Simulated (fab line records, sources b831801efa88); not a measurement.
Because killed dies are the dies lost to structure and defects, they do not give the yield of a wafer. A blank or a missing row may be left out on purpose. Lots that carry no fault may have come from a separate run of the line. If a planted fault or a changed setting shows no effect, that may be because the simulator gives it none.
8D (eight disciplines) problem report, filled in by code || flow gf180mcu || the parts of the form that need people (team, actions taken, sign-off) are left out

## 1. THE ISSUE
MVPSD_RS at GF_VT_IMPLANT_RS_MEAS_49 reads a mean of 1196 ohm/sq on 9 wafers of 3 lots; wafers without a fault read 1168 ohm/sq with a standard deviation of 3.5. Relative to the usual mean, that is a shift of +8.0 standard deviations.
The step: measures by four-point-probe.
Earliest sighting: wafer L799.3 on film-metro-01 at day 12 21:49. The record has a number at this step for 42 wafers belonging to 14 lots. The rule behind "out" and "out of limits": a value lying over 4 standard deviations away from the usual mean. Any other wafer with a number is counted as sound.

## 2. WHAT IT IS; WHAT IT IS NOT
{"question": "which readings at this step", "is": "MVPSD_RS", "is not": "-"}
{"question": "which lots", "is": "L799, L802, L803", "is not": "L781, L783, L785, L786, L787, L788, L790, L791, L793, L800, L801"}
{"question": "which wafers of those lots", "is": "all that have a number", "is not": "-"}
{"question": "read on which gauges", "is": "film-metro-01, film-metro-03, film-metro-04", "is not": "-"}
{"question": "when", "is": "from day 12 21:49", "is not": "up to then (27 sound wafers); but 6 sound wafers of L800, L801 came after"}

## 3. SUSPECTS, AND WHAT RULES EACH OUT
Counting: a tool at any process step up to the reading remains a suspect when it ran all the lots that are out and ran no sound lot after the first of those.
- the gauge at GF_VT_IMPLANT_RS_MEAS_49: ruled out. Those wafers that are out were read across 3 gauges (film-metro-01, film-metro-03, film-metro-04).
- implanter-03 at GF_MVPSD_IMPLANT_08: kept. It processed each lot that is out, first L799 at day 9 17:23, and no sound lot thereafter; up to then, the last sound lot it processed was L793 at day 8 08:33. On those wafers its own readings are out: beam-energy-keV.
After counting, what remains is implanter-03 at GF_MVPSD_IMPLANT_08.

## 4. THE CAUSE (what the simulator had put in)
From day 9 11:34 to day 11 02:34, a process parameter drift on implanter-03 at GF_MVPSD_IMPLANT_08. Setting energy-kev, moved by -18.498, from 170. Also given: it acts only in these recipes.
Counting left only this tool.

## 5. THE EFFECT CHAIN, in route order
One row per reading whose mean, taken over the struck wafers that have a number, lies over 3 standard deviations from the usual. Only readings for which the record gives a usual standard deviation are gone through. hours: the time from each lot's start at the first step in this table that gives one to its start at this step, as a median over the lots. sigmas: the change in usual standard deviations.
{"hours": 0, "step": "GF_MVPSD_IMPLANT_08", "reading": "beam-energy-keV", "usual": 170.00, "on struck wafers": 151.49, "change": -18.51, "sigmas": "-99 or more"}
{"hours": 79, "step": "GF_VT_IMPLANT_RS_MEAS_49", "reading": "MVPSD_RS", "usual": "1168 ohm/sq", "on struck wafers": 1196, "change": "+28", "sigmas": "+8.0"}
It contains these process steps:
- GF_MVPSD_IMPLANT_08
Later steps that measure or inspect, where all struck wafers having a row at the step show a number for every such reading and not one has moved that far: GF_HV_LDD_THK_MEAS_57, GF_PSD_OVL_MEAS_08.

## 6. HOW IT WOULD HAVE BEEN CAUGHT EARLIER
The first out-of-limits reading at a measuring or inspecting step in this record came at day 12 21:49, 82 hours after the fault's start at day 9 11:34.
The tool's own readings at GF_MVPSD_IMPLANT_08 were out on every struck wafer that the step has a row for (beam-energy-keV): an alarm limit on them would have fired on the first of those.
By day 12 21:49, every lot that is out (3) had started GF_MVPSD_IMPLANT_08 on implanter-03. None of them would have been spared by holding the tool at that moment.
